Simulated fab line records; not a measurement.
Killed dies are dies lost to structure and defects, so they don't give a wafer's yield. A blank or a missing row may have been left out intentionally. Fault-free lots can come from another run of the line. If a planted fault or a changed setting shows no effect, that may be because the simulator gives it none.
8D (eight disciplines) problem report, filled in by code    flow gf180mcu    the parts of the form that need people (team, actions taken, sign-off) are left out

## 1. THE PROBLEM
run_length_s at GF_SALICIDE_RTA_08 reads a mean of 94.0 s on 6 wafers of 2 lots; wafers without a fault read 58.9 s with a standard deviation of 0.3. So: +99 or more standard deviations from the usual mean.
The step: time 30 s.
Seen first at day 17 16:55 on rtp_anneal-02, wafer L911.2. The record has a number at this step for 42 wafers belonging to 14 lots. Rule for "out" (also "out of limits"): further than 4 standard deviations from the usual mean. The other wafers with a number count as sound.

## 2. WHAT IT IS; WHAT IT IS NOT
question                     is                      is not
which readings at this step  run_length_s            lamp_power_pct, wafer_temp_C_max
which lots                   L911, L914              L904, L905, L906, L907, L917, L919, L920, L921, L923, L924, L926, L927
which wafers of those lots   all that have a number  -
read on which tools          rtp_anneal-02           rtp_anneal-01
when                         from day 17 16:55       up to then (12 sound wafers); but 24 sound wafers of L917, L919, L920, L921, L923, L924, L926, L927 came after

## 3. WHAT RULES OUT EACH SUSPECT
Counting: a tool at any process step up to the reading remains a suspect when it ran all the lots that are out and ran no sound lot after the first of those.
- rtp_anneal-02 at GF_SALICIDE_RTA_08 (time 30 s): ruled out as a lasting fault. Sound lots L919, L921, L923, L924, L926 ran on it after its first lot that is out, L911 (day 17 16:55).
Left after counting: nothing in the record.

## 4. THE CAUSE (what the simulator had put in)
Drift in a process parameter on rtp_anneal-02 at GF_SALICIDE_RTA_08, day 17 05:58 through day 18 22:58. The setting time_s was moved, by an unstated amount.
Counting ruled it out, wrongly.

## 5. THE EFFECT CHAIN, in route order
One row per reading whose mean, taken over the struck wafers that have a number, lies over 3 standard deviations from the usual. Scope: only readings with a usual standard deviation given in the record; hours: median across lots of the time from each lot's start at the first step in this table that gives one to its start at this step; sigmas: change in usual standard deviations.
hours  step                reading       usual   on struck wafers  change  sigmas
0      GF_SALICIDE_RTA_08  run_length_s  58.9 s  94.0              +35.1   +99 or more
Process steps it contains:
- GF_SALICIDE_RTA_08: time 30 s.
Later measuring or inspecting steps at which every struck wafer that the step has a row for has a number for every such reading, and none has moved that far: GF_CONTACT_CD_MEAS_14.

## 6. HOW IT WOULD HAVE BEEN CAUGHT EARLIER
11 hours passed between the start of the fault at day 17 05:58 and the first reading out of limits in this record, taken at day 17 16:55.
